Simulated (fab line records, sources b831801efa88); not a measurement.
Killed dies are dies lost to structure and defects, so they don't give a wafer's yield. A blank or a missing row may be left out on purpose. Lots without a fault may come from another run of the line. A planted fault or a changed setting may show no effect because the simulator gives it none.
Which tool did it? | flow gf180mcu | 14 lots, 42 wafers sampled, at 5 steps of a route of 602

WHAT THE GAUGES READ, wafer by wafer
GF_VT_IMPLANT_OVL_MEAS_07.
lot  | measured     | on         | VT_IMPLANT_OVL (nm)
L293 | day 5 19:57  | overlay-01 | -3.1 -1.6 -4.5
L294 | day 6 01:47  | overlay-02 | -3.7 -1.3 -1.7
L296 | day 6 14:54  | overlay-01 | 0.4 2.1 0.8
L297 | day 7 02:44  | overlay-01 | -2.2 -5.2 -4.0
L298 | day 7 05:55  | overlay-02 | 0.6 -0.9 -0.5
L299 | day 7 07:26  | overlay-01 | -0.8 -0.8 -0.8
L300 | day 7 16:20  | overlay-02 | 0.3 -0.4 1.3
L302 | day 8 03:27  | overlay-01 | -1.0 -2.1 -2.9
L304 | day 8 16:10  | overlay-02 | -1.1 0.2 -0.2
L307 | day 9 12:13  | overlay-01 | -4.8 -3.1 -2.7
L309 | day 10 00:17 | overlay-01 | -3.4 -3.4 -0.9
L310 | day 10 04:25 | overlay-01 | -1.9 0.6 -1.2
L314 | day 11 05:23 | overlay-02 | 0.4 -0.7 0.4
L315 | day 11 11:11 | overlay-02 | 1.2 0.6 -0.8

GF_VT_IMPLANT_TW_MEAS_21.
lot  | measured     | on            | VT_IMPLANT_2_TW
L293 | day 6 10:53  | film_metro-03 | 1196 1202 1209
L294 | day 6 16:51  | film_metro-03 | 1210 1211 1216
L296 | day 7 06:31  | film_metro-01 | 1214 1205 1209
L297 | day 7 18:14  | film_metro-01 | 1207 1212 1213
L298 | day 7 22:02  | film_metro-01 | 1223 1210 1210
L299 | day 7 23:48  | film_metro-02 | 1227 1223 1217
L300 | day 8 09:10  | film_metro-03 | 1210 1205 1208
L302 | day 8 20:41  | film_metro-01 | 1218 1215 1214
L304 | day 9 09:31  | film_metro-03 | 1211 1211 1215
L307 | day 10 06:37 | film_metro-03 | 1205 1205 1203
L309 | day 10 18:20 | film_metro-03 | 1202 1202 1202
L310 | day 10 23:04 | film_metro-01 | 1209 1204 1204
L314 | day 12 00:22 | film_metro-01 | 1211 1210 1204
L315 | day 12 06:39 | film_metro-03 | 1199 1200 1209

GF_VT_IMPLANT_TW_MEAS_43.
lot  | measured     | on            | VT_IMPLANT_4_TW
L293 | day 7 18:02  | film_metro-03 | 684 682 682
L294 | day 7 23:52  | film_metro-03 | 687 684 685
L296 | day 8 15:14  | film_metro-03 | 686 684 686
L297 | day 9 03:44  | film_metro-02 | 695 697 692
L298 | day 9 07:59  | film_metro-01 | 685 689 688
L299 | day 9 09:04  | film_metro-03 | 689 686 687
L300 | day 9 19:34  | film_metro-01 | 685 686 683
L302 | day 10 07:48 | film_metro-02 | 860 862 864 868 863 865
L304 | day 10 21:30 | film_metro-03 | 682 680 684
L307 | day 11 19:38 | film_metro-03 | 844 842 851 847 853 848
L309 | day 12 07:59 | film_metro-03 | 686 682 683
L310 | day 12 13:19 | film_metro-02 | 688 696 688
L314 | day 13 15:49 | film_metro-01 | 688 692 689
L315 | day 13 23:42 | film_metro-02 | 690 688 688

WHICH TOOL RAN EACH LOT (tool, then ch and the chambers of the sampled wafers, then the start)
lot  | GF_VT_IMPLANT_IMPLANT_41        | GF_VT_IMPLANT_STRIP_42
L293 | implanter-04 ch 0, day 7 17:48  | plasma_asher-01 ch 0,1, day 7 17:56
L294 | implanter-04 ch 0, day 7 23:37  | plasma_asher-02 ch 0,1, day 7 23:46
L296 | implanter-02 ch 0, day 8 15:00  | plasma_asher-02 ch 0,1, day 8 15:08
L297 | implanter-03 ch 0, day 9 03:32  | plasma_asher-03 ch 0,1, day 9 03:38
L298 | implanter-02 ch 0, day 9 07:45  | plasma_asher-03 ch 0,1, day 9 07:53
L299 | implanter-02 ch 0, day 9 08:49  | plasma_asher-02 ch 0,1, day 9 08:58
L300 | implanter-04 ch 0, day 9 19:19  | plasma_asher-03 ch 0,1, day 9 19:28
L302 | implanter-04 ch 0, day 10 07:15 | plasma_asher-02 ch 0,1, day 10 07:41
L304 | implanter-04 ch 0, day 10 21:18 | plasma_asher-01 ch 0,1, day 10 21:25
L307 | implanter-03 ch 0, day 11 19:04 | plasma_asher-01 ch 0, day 11 19:32
L309 | implanter-02 ch 0, day 12 07:45 | plasma_asher-02 ch 0,1, day 12 07:52
L310 | implanter-04 ch 0, day 12 13:04 | plasma_asher-03 ch 0,1, day 12 13:13
L314 | implanter-04 ch 0, day 13 15:34 | plasma_asher-02 ch 0,1, day 13 15:43
L315 | implanter-03 ch 0, day 13 23:30 | plasma_asher-03 ch 0,1, day 13 23:37
- GF_VT_IMPLANT_IMPLANT_41
- GF_VT_IMPLANT_STRIP_42: strips in O2/N2.

WHAT THE TOOLS THEMSELVES READ (means of the sampled wafers that have a number; where no wafer has one, the mark that the record gives instead)
GF_VT_IMPLANT_STRIP_42.
lot  | tool            | drypump_motor_current_A (A) | heater_power_w (W) | oes_product_au (a.u.) | strip_time_to_endpoint_s (s)
L293 | plasma_asher-01 | 5.8                         | 324                | 0.711                 | 12.70
L294 | plasma_asher-02 | 5.7                         | 334                | 0.715                 | 12.60
L296 | plasma_asher-02 | 5.9                         | 324                | 0.715                 | 12.62
L297 | plasma_asher-03 | 5.6                         | 323                | 0.719                 | 12.62
L298 | plasma_asher-03 | 5.3                         | 318                | 0.716                 | 12.62
L299 | plasma_asher-02 | 5.9                         | 319                | 0.716                 | 12.68
L300 | plasma_asher-03 | 5.7                         | 329                | 0.716                 | 12.61
L302 | plasma_asher-02 | 5.7                         | 335                | 0.717                 | 12.57
L304 | plasma_asher-01 | 5.8                         | 328                | 0.713                 | 12.65
L307 | plasma_asher-01 | 5.8                         | 307                | 0.722                 | 12.63
L309 | plasma_asher-02 | 5.7                         | 332                | 0.718                 | 12.66
L310 | plasma_asher-03 | 5.3                         | 318                | 0.712                 | 12.59
L314 | plasma_asher-02 | 5.9                         | 322                | 0.717                 | 12.62
L315 | plasma_asher-03 | 5.3                         | 320                | 0.717                 | 12.64

THE ANSWER, worked out from the rows above alone
Rule: what is usual is taken from the lots themselves. Put in order of their means at a reading, lots are off if they are a third of the lots or fewer, leave a main group of 4 or more, and stand apart from it by a gap of 3 or more times the standard deviation of the main group's means; of several such gaps the widest counts. A main group whose means are all the same, to the digits that the tables above print for the reading, isn't used. A lot without any number at a reading at which 4 lots or more have one is off too. The other lots that the step has rows for count as sound. The gauges are gone through in route order, then the tools' own readings, and for those a lot's mean is taken as printed above. The first step at which some lot is off is used, and at that step the reading that is off furthest; a lot without a number counts as furthest.
Off: L302, L307, at GF_VT_IMPLANT_TW_MEAS_43 (VT_IMPLANT_4_TW). The main group: mean 687, standard deviation 3.5.
A tool fits if, at a process step before that reading, it ran every lot that is off, and no sound lot after the first of them. The gauges at GF_VT_IMPLANT_TW_MEAS_43 are tried like those tools. None of those tried fits.

WHAT THE SIMULATOR HAD PUT IN
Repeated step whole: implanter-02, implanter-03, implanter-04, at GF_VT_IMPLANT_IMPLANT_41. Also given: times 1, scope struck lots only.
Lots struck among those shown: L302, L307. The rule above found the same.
